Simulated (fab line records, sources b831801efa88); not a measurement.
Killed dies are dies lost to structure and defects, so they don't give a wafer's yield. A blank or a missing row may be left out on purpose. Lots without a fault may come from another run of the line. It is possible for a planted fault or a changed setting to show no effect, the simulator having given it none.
Problem report in the 8D (eight disciplines) form, filled by code    flow sky130    the parts of the form that need people (team, actions taken, sign-off) are left out

== 1. WHAT IS WRONG ==
Mean CONTACT_CVD_00_THK at SKY_CONTACT_THK_MEAS_01: 57.5 nm over 3 wafers in 3 lots; fault-free wafers: 74.8 nm, standard deviation 0.93. That puts it -19 standard deviations away from the usual mean.
The first sign was on wafer L529.1 at day 34 17:07, on film-metro-04. The record has a number at this step for 34 wafers belonging to 12 lots. Rule for "out" (also "out of limits"): further than 4 standard deviations from the usual mean. All remaining wafers that have a number are taken as sound.

== 2. WHAT IT IS, AND WHAT IT ISN'T ==
question                     is                            is not
which readings at this step  CONTACT_CVD_00_THK            -
which lots                   L529, L532, L533              L517, L519, L521, L522, L523, L524, L535, L536, L540
which wafers of those lots   L529.1, L532.1, L533.1        L529.4, L529.5, L532.4, L533.4
read on which gauges         film-metro-03, film-metro-04  film-metro-01
when                         from day 34 17:07             up to then (20 sound wafers); but 11 sound wafers of L532, L533, L535, L536, L540 came after

== 3. THE SUSPECTS, EACH WITH WHAT RULES IT OUT ==
Counting: a tool at a process step up to the reading stays a suspect if it ran every lot that is out. Sound lots after the first of them don't rule it out here, since some wafers of a struck lot are sound.
- the gauge at SKY_CONTACT_THK_MEAS_01 has been ruled out. Those wafers that are out were read across 2 gauges (film-metro-03, film-metro-04).
- pecvd-04 at SKY_CONTACT_CVD_00 (deposits Si3N4, target thk 75 nm): kept. It ran every lot that is out, first L529 (day 34 17:05); its last sound lot up to then is L522 (day 32 03:50).
Remaining after the count: pecvd-04 at SKY_CONTACT_CVD_00.

== 4. THE CAUSE (what the simulator had put in) ==
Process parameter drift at SKY_CONTACT_CVD_00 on pecvd-04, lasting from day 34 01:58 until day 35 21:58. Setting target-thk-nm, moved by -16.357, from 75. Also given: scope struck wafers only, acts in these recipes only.
Only this tool survived the counting.

== 5. THE EFFECT CHAIN, in route order ==
Each row: a reading whose mean over the struck wafers that have a number lies more than 3 standard deviations from the usual. Only readings for which the record gives a usual standard deviation are gone through. hours: the time from each lot's start at the first step in this table that gives one to its start at this step, as a median over the lots. sigmas: the change in usual standard deviations.
hours  step                     reading             usual       on struck wafers  change  sigmas
0      SKY_CONTACT_THK_MEAS_01  CONTACT_CVD_00_THK  74.8 nm     57.5              -17.3   -19
-      SKY_CONTACT_ETCH_18      oes-product-au      0.854 a.u.  0.742             -0.112  -15
-      SKY_CONTACT_ETCH_18      throttle-valve-pct  8.794 %     8.762             -0.032  -3.2
Here are the process steps it includes:
- SKY_CONTACT_ETCH_18: etches Si3N4 in CHF3/O2, stops on TiN, time 39 s, target depth 75 nm.
At these later measuring or inspecting steps, every struck wafer for which the step has a row has a number for every such reading, and none has moved that far: SKY_CAP2M_OVL_MEAS_12.

== 6. WHAT WOULD HAVE CAUGHT IT SOONER ==
15 hours passed between the start of the fault at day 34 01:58 and the first reading out of limits at a measuring or inspecting step in this record, taken at day 34 17:07.
No tool reading at SKY_CONTACT_CVD_00 that has a usual standard deviation in the record was out on any struck wafer, so an alarm limit of 4 standard deviations on those readings would not have fired.
Lots out: 3; of these, L532, L533 started SKY_CONTACT_CVD_00 on pecvd-04 after day 34 17:07. A hold on the tool at that time would have spared those 2.
